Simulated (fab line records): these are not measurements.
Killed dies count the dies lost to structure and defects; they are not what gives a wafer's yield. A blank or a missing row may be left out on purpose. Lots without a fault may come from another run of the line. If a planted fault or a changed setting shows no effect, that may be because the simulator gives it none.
Which tool is to blame? / flow gf180mcu / 14 lots, 42 wafers sampled, at 5 steps of a route of 602

## WHAT THE GAUGES READ, wafer by wafer
GF_V2_THK_MEAS_01.
lot=L803; measured=day 19 23:02; on=film metro-04; V2_CVD_00_THK (nm)=599 601 608
lot=L804; measured=day 20 09:58; on=film metro-04; V2_CVD_00_THK (nm)=592 588 591
lot=L807; measured=day 21 15:22; on=film metro-04; V2_CVD_00_THK (nm)=609 617 611
lot=L808; measured=day 21 21:55; on=film metro-02; V2_CVD_00_THK (nm)=603 593 605
lot=L810; measured=day 22 15:26; on=film metro-04; V2_CVD_00_THK (nm)=596 605 602
lot=L811; measured=day 23 00:41; on=film metro-02; V2_CVD_00_THK (nm)=598 603 610
lot=L815; measured=day 24 07:26; on=film metro-04; V2_CVD_00_THK (nm)=592 595 608
lot=L817; measured=day 25 01:52; on=film metro-04; V2_CVD_00_THK (nm)=590 594 588
lot=L818; measured=day 25 13:16; on=film metro-01; V2_CVD_00_THK (nm)=590 606 582
lot=L820; measured=day 26 01:48; on=film metro-02; V2_CVD_00_THK (nm)=600 596 591
lot=L821; measured=day 26 08:42; on=film metro-02; V2_CVD_00_THK (nm)=600 602 610
lot=L822; measured=day 26 12:56; on=film metro-04; V2_CVD_00_THK (nm)=602 601 604
lot=L823; measured=day 26 18:35; on=film metro-04; V2_CVD_00_THK (nm)=600 585 590
lot=L824; measured=day 27 05:26; on=film metro-04; V2_CVD_00_THK (nm)=596 602 597

GF_V2_OVL_MEAS_15.
lot=L803; measured=day 20 23:40; on=overlay-02; V2_OVL (nm)=-2 -2 -2
lot=L804; measured=day 21 10:52; on=overlay-02; V2_OVL (nm)=0 9 1
lot=L807; measured=day 22 15:08; on=overlay-02; V2_OVL (nm)=9 0 9
lot=L808; measured=day 22 21:46; on=overlay-01; V2_OVL (nm)=6 3 -4
lot=L810; measured=day 23 15:40; on=overlay-02; V2_OVL (nm)=0 0 -9
lot=L811; measured=day 24 00:16; on=overlay-02; V2_OVL (nm)=-11 -2 -5
lot=L815; measured=day 25 05:59; on=overlay-02; V2_OVL (nm)=3 1 1
lot=L817; measured=day 26 00:01; on=overlay-01; V2_OVL (nm)=4 8 6
lot=L818; measured=day 26 10:43; on=overlay-02; V2_OVL (nm)=6 -2 2
lot=L820; measured=day 26 23:10; on=overlay-01; V2_OVL (nm)=3 -1 4
lot=L821; measured=day 27 05:52; on=overlay-02; V2_OVL (nm)=-8 0 -4
lot=L822; measured=day 27 10:31; on=overlay-02; V2_OVL (nm)=8 2 8
lot=L823; measured=day 27 15:26; on=overlay-02; V2_OVL (nm)=2 5 3
lot=L824; measured=day 28 01:52; on=overlay-01; V2_OVL (nm)=-3 -5 -3

## EACH LOT AND THE TOOL THAT RAN IT (in order: tool; ch and the chambers of the sampled wafers; start)
lot=L803; GF_M1_METAL_ETCH_16=rie metal-03 ch 0,1, day 17 20:19; GF_M1_STRIP_17=plasma asher-03 ch 0,1, day 17 20:25; GF_V2_CVD_02=pecvd-03 ch 0,1,2, day 19 23:06
lot=L804; GF_M1_METAL_ETCH_16=rie metal-02 ch 0,1, day 18 05:43; GF_M1_STRIP_17=plasma asher-03 ch 0,1, day 18 05:50; GF_V2_CVD_02=pecvd-02 ch 0,1,2, day 20 10:02
lot=L807; GF_M1_METAL_ETCH_16=rie metal-03 ch 0, day 19 11:07; GF_M1_STRIP_17=plasma asher-01 ch 0,1, day 19 11:20; GF_V2_CVD_02=pecvd-04 ch 0,2, day 21 15:25
lot=L808; GF_M1_METAL_ETCH_16=rie metal-04 ch 0,1, day 19 18:06; GF_M1_STRIP_17=plasma asher-01 ch 0,1, day 19 18:13; GF_V2_CVD_02=pecvd-03 ch 0,1, day 21 21:58
lot=L810; GF_M1_METAL_ETCH_16=rie metal-02 ch 0,1, day 20 12:19; GF_M1_STRIP_17=plasma asher-01 ch 0,1, day 20 12:26; GF_V2_CVD_02=pecvd-03 ch 0,1, day 22 15:29
lot=L811; GF_M1_METAL_ETCH_16=rie metal-03 ch 0,1, day 20 22:34; GF_M1_STRIP_17=plasma asher-01 ch 0, day 20 22:41; GF_V2_CVD_02=pecvd-04 ch 0,1,2, day 23 00:44
lot=L815; GF_M1_METAL_ETCH_16=rie metal-02 ch 0,1, day 22 06:15; GF_M1_STRIP_17=plasma asher-04 ch 0,1, day 22 06:22; GF_V2_CVD_02=pecvd-03 ch 0,1,2, day 24 07:29
lot=L817; GF_M1_METAL_ETCH_16=rie metal-04 ch 1, day 23 00:42; GF_M1_STRIP_17=plasma asher-01 ch 0,1, day 23 00:49; GF_V2_CVD_02=pecvd-03 ch 0,1,2, day 25 01:56
lot=L818; GF_M1_METAL_ETCH_16=rie metal-03 ch 1, day 23 13:00; GF_M1_STRIP_17=plasma asher-04 ch 0, day 23 13:07; GF_V2_CVD_02=pecvd-04 ch 0,2, day 25 13:19
lot=L820; GF_M1_METAL_ETCH_16=rie metal-04 ch 0,1, day 24 03:27; GF_M1_STRIP_17=plasma asher-01 ch 0,1, day 24 03:34; GF_V2_CVD_02=pecvd-04 ch 0,1,2, day 26 01:52
lot=L821; GF_M1_METAL_ETCH_16=rie metal-03 ch 0,1, day 24 09:28; GF_M1_STRIP_17=plasma asher-04 ch 0,1, day 24 09:35; GF_V2_CVD_02=pecvd-03 ch 0,1,2, day 26 08:45
lot=L822; GF_M1_METAL_ETCH_16=rie metal-03 ch 0,1, day 24 15:07; GF_M1_STRIP_17=plasma asher-01 ch 0,1, day 24 15:14; GF_V2_CVD_02=pecvd-03 ch 0,1,2, day 26 13:00
lot=L823; GF_M1_METAL_ETCH_16=rie metal-04 ch 0,1, day 24 20:01; GF_M1_STRIP_17=plasma asher-03 ch 1, day 24 20:08; GF_V2_CVD_02=pecvd-03 ch 0,2, day 26 18:38
lot=L824; GF_M1_METAL_ETCH_16=rie metal-03 ch 0,1, day 25 08:15; GF_M1_STRIP_17=plasma asher-01 ch 0, day 25 08:22; GF_V2_CVD_02=pecvd-02 ch 0,1, day 27 05:30
- GF_M1_METAL_ETCH_16: etches the open film in Cl2/BCl3, stops on SiO2, target depth 627.5 nm, time 104.6 s.
- GF_M1_STRIP_17: strips in O2/N2.
- GF_V2_CVD_02: deposits SiO2 from TEOS, target thk 850 nm, time 94.851 s.

## AS READ BY THE TOOLS THEMSELVES (means over the sampled wafers that have a number; for cases with no such wafer, the mark the record gives instead)
GF_M1_METAL_ETCH_16.
lot=L803; tool=rie metal-03; drypump motor current A (A)=5.8; oes product au (a.u.)=0.965; run length s (s)=133.2; throttle valve pct (%)=28.258
lot=L804; tool=rie metal-02; drypump motor current A (A)=5.8; oes product au (a.u.)=0.968; run length s (s)=133.6; throttle valve pct (%)=28.254
lot=L807; tool=rie metal-03; drypump motor current A (A)=5.6; oes product au (a.u.)=0.984; run length s (s)=125.1; throttle valve pct (%)=28.228
lot=L808; tool=rie metal-04; drypump motor current A (A)=5.9; oes product au (a.u.)=0.973; run length s (s)=133.1; throttle valve pct (%)=28.254
lot=L810; tool=rie metal-02; drypump motor current A (A)=5.8; oes product au (a.u.)=0.971; run length s (s)=133.4; throttle valve pct (%)=28.258
lot=L811; tool=rie metal-03; drypump motor current A (A)=5.8; oes product au (a.u.)=0.986; run length s (s)=125.7; throttle valve pct (%)=28.232
lot=L815; tool=rie metal-02; drypump motor current A (A)=5.8; oes product au (a.u.)=0.973; run length s (s)=133.8; throttle valve pct (%)=28.246
lot=L817; tool=rie metal-04; drypump motor current A (A)=6.2; oes product au (a.u.)=0.975; run length s (s)=132.0; throttle valve pct (%)=28.242
lot=L818; tool=rie metal-03; drypump motor current A (A)=5.9; oes product au (a.u.)=0.969; run length s (s)=133.1; throttle valve pct (%)=28.254
lot=L820; tool=rie metal-04; drypump motor current A (A)=5.9; oes product au (a.u.)=0.969; run length s (s)=133.1; throttle valve pct (%)=28.245
lot=L821; tool=rie metal-03; drypump motor current A (A)=5.8; oes product au (a.u.)=0.965; run length s (s)=133.1; throttle valve pct (%)=28.244
lot=L822; tool=rie metal-03; drypump motor current A (A)=5.8; oes product au (a.u.)=0.971; run length s (s)=133.1; throttle valve pct (%)=28.247
lot=L823; tool=rie metal-04; drypump motor current A (A)=5.9; oes product au (a.u.)=0.970; run length s (s)=133.1; throttle valve pct (%)=28.243
lot=L824; tool=rie metal-03; drypump motor current A (A)=5.7; oes product au (a.u.)=0.971; run length s (s)=133.1; throttle valve pct (%)=28.254

GF_M1_STRIP_17.
lot=L803; tool=plasma asher-03; drypump motor current A (A)=5.6; heater power w (W)=360; oes product au (a.u.)=0.556; strip time to endpoint s (s)=7.85
lot=L804; tool=plasma asher-03; drypump motor current A (A)=5.9; heater power w (W)=389; oes product au (a.u.)=0.552; strip time to endpoint s (s)=7.86
lot=L807; tool=plasma asher-01; drypump motor current A (A)=5.6; heater power w (W)=350; oes product au (a.u.)=0.560; strip time to endpoint s (s)=8.03
lot=L808; tool=plasma asher-01; drypump motor current A (A)=5.6; heater power w (W)=331; oes product au (a.u.)=0.554; strip time to endpoint s (s)=7.75
lot=L810; tool=plasma asher-01; drypump motor current A (A)=5.6; heater power w (W)=349; oes product au (a.u.)=0.556; strip time to endpoint s (s)=7.88
lot=L811; tool=plasma asher-01; drypump motor current A (A)=5.5; heater power w (W)=380; oes product au (a.u.)=0.558; strip time to endpoint s (s)=7.99
lot=L815; tool=plasma asher-04; drypump motor current A (A)=5.5; heater power w (W)=331; oes product au (a.u.)=0.556; strip time to endpoint s (s)=7.89
lot=L817; tool=plasma asher-01; drypump motor current A (A)=5.6; heater power w (W)=356; oes product au (a.u.)=0.560; strip time to endpoint s (s)=7.84
lot=L818; tool=plasma asher-04; drypump motor current A (A)=5.1; heater power w (W)=339; oes product au (a.u.)=0.555; strip time to endpoint s (s)=7.83
lot=L820; tool=plasma asher-01; drypump motor current A (A)=5.6; heater power w (W)=350; oes product au (a.u.)=0.554; strip time to endpoint s (s)=7.80
lot=L821; tool=plasma asher-04; drypump motor current A (A)=5.5; heater power w (W)=331; oes product au (a.u.)=0.560; strip time to endpoint s (s)=7.92
lot=L822; tool=plasma asher-01; drypump motor current A (A)=5.5; heater power w (W)=355; oes product au (a.u.)=0.559; strip time to endpoint s (s)=7.85
lot=L823; tool=plasma asher-03; drypump motor current A (A)=6.3; heater power w (W)=405; oes product au (a.u.)=0.557; strip time to endpoint s (s)=7.84
lot=L824; tool=plasma asher-01; drypump motor current A (A)=5.5; heater power w (W)=372; oes product au (a.u.)=0.552; strip time to endpoint s (s)=7.79

GF_V2_CVD_02.
lot=L803; tool=pecvd-03; heater power w (W)=580
lot=L804; tool=pecvd-02; heater power w (W)=616
lot=L807; tool=pecvd-04; heater power w (W)=716
lot=L808; tool=pecvd-03; heater power w (W)=527
lot=L810; tool=pecvd-03; heater power w (W)=509
lot=L811; tool=pecvd-04; heater power w (W)=723
lot=L815; tool=pecvd-03; heater power w (W)=655
lot=L817; tool=pecvd-03; heater power w (W)=615
lot=L818; tool=pecvd-04; heater power w (W)=751
lot=L820; tool=pecvd-04; heater power w (W)=717
lot=L821; tool=pecvd-03; heater power w (W)=603
lot=L822; tool=pecvd-03; heater power w (W)=658
lot=L823; tool=pecvd-03; heater power w (W)=705
lot=L824; tool=pecvd-02; heater power w (W)=667

## THE ANSWER, worked out from the rows above alone
Rule: what is usual is taken from the lots themselves. Put in order of their means at a reading, lots are off if they are a third of the lots or fewer, leave a main group of 4 or more, and stand apart from it by a gap of 3 or more times the standard deviation of the main group's means; of several such gaps the widest counts. Not used: any main group whose means are identical at the precision the tables above print for the reading. Also off: a lot with no number at a reading for which 4 or more lots have one. All remaining lots with rows at the step are treated as sound. The gauges are gone through in route order, then the tools' own readings, and for those a lot's mean is taken as printed above. At the first step where some lot is off, the reading lying furthest off is the one used; lots without a number count as furthest.
Off, at GF_M1_METAL_ETCH_16 on run length s: L807, L811. The main group: mean 133.1 s, standard deviation 0.41.
If a tool, at that step or one of the process steps before it, ran each lot that is off and ran no sound lot following the first of them, it fits. No candidate that was tried fits.

## WHAT THE SIMULATOR HAD PUT IN
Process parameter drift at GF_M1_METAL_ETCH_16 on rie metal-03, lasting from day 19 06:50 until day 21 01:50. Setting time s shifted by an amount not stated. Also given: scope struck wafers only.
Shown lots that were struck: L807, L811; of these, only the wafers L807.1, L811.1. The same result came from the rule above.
